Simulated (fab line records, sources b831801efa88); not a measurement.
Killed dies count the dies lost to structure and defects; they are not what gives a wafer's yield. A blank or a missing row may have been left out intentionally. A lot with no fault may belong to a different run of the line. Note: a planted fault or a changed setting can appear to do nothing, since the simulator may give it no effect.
Matching of chambers | flow sky130 | cmp-01 running SKY_VIA4_CMP_02: 4 sister chambers
The step polishes SiO2. 14 wafers are shown with their chamber, then 7 later ones without.

== WAFERS, EACH WITH ITS CHAMBER ==
wafer  | chamber | motor current A (A) | retaining ring pressure frac
L114.1 | 0       | 11.2                | 1.000
L114.2 | 2       | 11.4                | 0.997
L114.6 | 0       | 11.2                | 0.997
L115.1 | 1       | 12.9                | 0.993
L115.4 | 0       | 11.0                | 1.007
L115.6 | 3       | 13.3                | 0.998
L116.4 | 3       | 12.6                | 1.001
L116.5 | 2       | 10.7                | 1.001
L116.6 | 1       | 13.9                | 1.004
L120.3 | 1       | 13.9                | 1.008
L120.5 | 0       | 11.2                | 0.995
L120.6 | 1       | 13.2                | 0.995
L122.2 | 2       | 10.7                | 0.994
L122.3 | 3       | 13.7                | 1.003

SIGNATURES (means of the wafers above)
reading                      | chamber 0 | chamber 1 | chamber 2 | chamber 3 | scatter within a chamber
motor current A              | 11.150    | 13.475    | 10.933    | 13.200    | 0.418
retaining ring pressure frac | 0.99975   | 1.00000   | 0.99733   | 1.00067   | 0.00524
Rule: a wafer lies at a distance from a chamber equal to the root of the sum of squares, over the readings, of (its reading less the chamber's mean, divided by the reading's scatter). The wafer belongs to the nearest chamber; if the next one is less than 2 further off, it can't be placed. How the scatter is found: for the shown wafers, subtract from each reading the mean of its chamber, square and add these, divide the total by (wafers less chambers), then take the root.

== WAFERS WITHOUT THEIR CHAMBER ==
wafer  | motor current A (A) | retaining ring pressure frac
L122.4 | 13.8                | 1.005
L133.1 | 11.8                | 1.000
L133.3 | 10.6                | 0.999
L133.5 | 13.0                | 1.005
L136.1 | 11.4                | 1.003
L136.4 | 10.3                | 0.997
L136.5 | 10.8                | 0.991

== CHAMBER TAKEN BY EACH ==
wafer  | from the rows above          | in truth
L122.4 | can't be placed: 1 or 3      | 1
L133.1 | can't be placed: 0 or 2 or 3 | 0
L133.3 | can't be placed: 2 or 0      | 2
L133.5 | can't be placed: 3 or 1      | 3
L136.1 | can't be placed: 0 or 2      | 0
L136.4 | can't be placed: 2 or 0      | 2
L136.5 | can't be placed: 2 or 0      | 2
Correct placement for 0 of the 7. Unplaceable from these rows: 7, with the true chamber sitting among the candidates in 7. Number placed wrongly: 0.
